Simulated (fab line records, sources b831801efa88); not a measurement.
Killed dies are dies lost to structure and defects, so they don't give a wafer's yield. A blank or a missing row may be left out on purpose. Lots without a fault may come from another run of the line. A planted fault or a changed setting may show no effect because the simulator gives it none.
Which tool did it? | flow sfq_line | 14 lots, 41 wafers sampled, at 4 steps of a route of 325

WHAT THE GAUGES READ, wafer by wafer
SFQ_I4_OVL_MEAS_928. Usual: I4_OVL 5 nm, standard deviation 4.6.
lot  | measured     | on         | I4_OVL (nm) | flag
L678 | day 49 04:53 | overlay-01 | 6 -2 -1     |
L680 | day 49 13:53 | overlay-02 | 5 6 7       |
L681 | day 49 16:42 | overlay-01 | 5 7 5       |
L682 | day 51 13:53 | overlay-01 | 6 8 5       |
L683 | day 51 21:07 | overlay-02 | 7 -2 -2     |
L685 | day 52 12:32 | overlay-01 | 12 9 10     |
L686 | day 57 05:18 | overlay-01 | -1 0 1      |
L690 | day 58 07:43 | overlay-01 | 4 7         |
L696 | day 61 01:05 | overlay-01 | 3 -6 2      |
L697 | day 62 09:29 | overlay-01 | -2 1 2      |
L698 | day 62 17:53 | overlay-01 | 2 5 6       |
L699 | day 62 23:53 | overlay-01 | 10 7 9      |
L700 | day 63 03:29 | overlay-01 | 4 5 4       |
L701 | day 63 14:15 | overlay-02 | 2 7 5       |

WHICH TOOL RAN EACH LOT (tool, then ch and the chambers of the sampled wafers, then the start)
lot  | SFQ_TRILAYER_I3_CMP_CMP_082   | SFQ_TRILAYER_I4_CMP_CMP_100   | SFQ_TRILAYER_I4_METRO_MEASURE_101
L678 | cmp-02 ch 2,3, day 36 09:35   | cmp-02 ch 1,2, day 47 16:37   | film_metro-03, day 47 19:14
L680 | cmp-02 ch 0,1, day 37 15:35   | cmp-01 ch 0,1,2, day 49 07:28 | film_metro-01, day 49 10:17
L681 | cmp-02 ch 0,2,3, day 37 19:35 | cmp-01 ch 1,2, day 49 10:07   | film_metro-04, day 49 13:38
L682 | cmp-02 ch 0,1,2, day 39 18:35 | cmp-01 ch 0,1, day 51 05:19   | film_metro-04, day 51 08:26
L683 | cmp-02 ch 1,2,3, day 40 00:35 | cmp-02 ch 0,1,2, day 51 13:09 | film_metro-04, day 51 16:16
L685 | cmp-02 ch 0,2, day 40 19:05   | cmp-01 ch 0,2, day 52 05:51   | film_metro-01, day 52 08:28
L686 | cmp-02 ch 0,2,3, day 41 05:05 | cmp-01 ch 1,2, day 52 18:24   | film_metro-03, day 52 21:43
L690 | cmp-01 ch 0,1, day 42 03:34   | cmp-01 ch 2,3, day 53 21:25   | film_metro-01, day 53 23:20
L696 | cmp-02 ch 0,2,3, day 51 01:37 | cmp-01 ch 0,2,3, day 57 17:55 | film_metro-03, day 57 19:32
L697 | cmp-01 ch 1,2,3, day 52 03:19 | cmp-01 ch 0,1,2, day 58 14:12 | film_metro-03, day 58 17:19
L698 | cmp-02 ch 2,3, day 52 04:39   | cmp-01 ch 0,2,3, day 58 20:12 | film_metro-01, day 58 23:19
L699 | cmp-02 ch 0,3, day 52 07:45   | cmp-02 ch 2,3, day 58 23:53   | film_metro-04, day 59 02:55
L700 | cmp-02 ch 0,2,3, day 52 11:45 | cmp-02 ch 0,2,3, day 59 02:23 | film_metro-01, day 59 05:43
L701 | cmp-02 ch 1,2, day 52 13:45   | cmp-01 ch 0,1, day 59 08:12   | film_metro-04, day 59 11:19
- SFQ_TRILAYER_I3_CMP_CMP_082: polishes SiO2.
- SFQ_TRILAYER_I4_CMP_CMP_100: polishes SiO2.
- SFQ_TRILAYER_I4_METRO_MEASURE_101

WHAT THE TOOLS THEMSELVES READ (means of the sampled wafers that have a number; where no wafer has one, the mark that the record gives instead)
SFQ_TRILAYER_I3_CMP_CMP_082. Usual: motor_current_A 9.3 A, standard deviation 0.81; slurry_flow_ml_min 150.0, standard deviation 0.47; time_to_endpoint_s 215 s, standard deviation 7.9.
lot  | tool   | motor_current_A (A) | slurry_flow_ml_min | time_to_endpoint_s (s) | flag
L678 | cmp-02 | 9.2                 | 150.0              | 205                    |
L680 | cmp-02 | 9.4                 | 149.9              | 222                    |
L681 | cmp-02 | 8.6                 | 149.8              | 218                    |
L682 | cmp-02 | 9.2                 | 150.5              | 212                    |
L683 | cmp-02 | 9.3                 | 149.5              | 213                    |
L685 | cmp-02 | 8.9                 | 150.1              | 207                    |
L686 | cmp-02 | 8.7                 | 150.2              | 223                    |
L690 | cmp-01 | 9.4                 | 149.7              | 212                    |
L696 | cmp-02 | 9.0                 | 150.1              | 211                    |
L697 | cmp-01 | 9.7                 | 149.9              | 215                    |
L698 | cmp-02 | 8.8                 | 150.2              | 205                    |
L699 | cmp-02 | 9.4                 | 149.7              | 210                    |
L700 | cmp-02 | 8.8                 | 150.2              | 216                    |
L701 | cmp-02 | 8.9                 | 149.7              | 217                    |

SFQ_TRILAYER_I4_CMP_CMP_100. Usual: motor_current_A 9.5 A, standard deviation 0.87; slurry_flow_ml_min 150.0, standard deviation 0.47; time_to_endpoint_s 214 s, standard deviation 9.
lot  | tool   | motor_current_A (A) | slurry_flow_ml_min | time_to_endpoint_s (s) | flag
L678 | cmp-02 | 9.4                 | 150.2              | 225                    |
L680 | cmp-01 | 9.1                 | 150.0              | 211                    |
L681 | cmp-01 | 9.0                 | 150.0              | 204                    |
L682 | cmp-01 | 8.9                 | 149.7              | 218                    |
L683 | cmp-02 | 9.1                 | 149.6              | 221                    |
L685 | cmp-01 | 9.5                 | 149.9              | 216                    |
L686 | cmp-01 | 9.0                 | 150.5              | 203                    |
L690 | cmp-01 | 10.2                | 149.9              | 214                    |
L696 | cmp-01 | 10.1                | 150.5              | 217                    |
L697 | cmp-01 | 9.4                 | 150.0              | 206                    |
L698 | cmp-01 | 9.8                 | 149.9              | 216                    |
L699 | cmp-02 | 8.7                 | 150.5              | 216                    |
L700 | cmp-02 | 8.7                 | 149.9              | 209                    |
L701 | cmp-01 | 9.2                 | 150.2              | 201                    |

SFQ_TRILAYER_I4_METRO_MEASURE_101. Usual: thk_nm 199.8 nm, standard deviation 1.2.
lot  | tool          | thk_nm (nm) | flag
L678 | film_metro-03 | 200.7       |
L680 | film_metro-01 | 199.2       |
L681 | film_metro-04 | 199.6       |
L682 | film_metro-04 | 200.1       |
L683 | film_metro-04 | 200.9       |
L685 | film_metro-01 | 201.8       |
L686 | film_metro-03 | 206.6       | OFF
L690 | film_metro-01 | 209.2       | OFF
L696 | film_metro-03 | 199.0       |
L697 | film_metro-03 | 198.9       |
L698 | film_metro-01 | 199.0       |
L699 | film_metro-04 | 199.4       |
L700 | film_metro-01 | 198.9       |
L701 | film_metro-04 | 199.1       |

THE ANSWER, worked out from the rows above alone
Rule: a lot is off if the mean of its wafers that have a number lies more than 3 standard deviations from the usual mean. A lot without any number at a reading at which 4 lots or more have one is off too. The other lots that the step has rows for count as sound. The gauges are gone through in route order, then the tools' own readings, and for those a lot's mean is taken as printed above. The first step at which some lot is off is used, and at that step the reading that is off furthest; a lot without a number counts as furthest.
Off: L686, L690, at SFQ_TRILAYER_I4_METRO_MEASURE_101 (thk_nm).
A tool fits if, at that step or a process step before it, it ran every lot that is off, and no sound lot after the first of them. None of those tried fits.

WHAT THE SIMULATOR HAD PUT IN
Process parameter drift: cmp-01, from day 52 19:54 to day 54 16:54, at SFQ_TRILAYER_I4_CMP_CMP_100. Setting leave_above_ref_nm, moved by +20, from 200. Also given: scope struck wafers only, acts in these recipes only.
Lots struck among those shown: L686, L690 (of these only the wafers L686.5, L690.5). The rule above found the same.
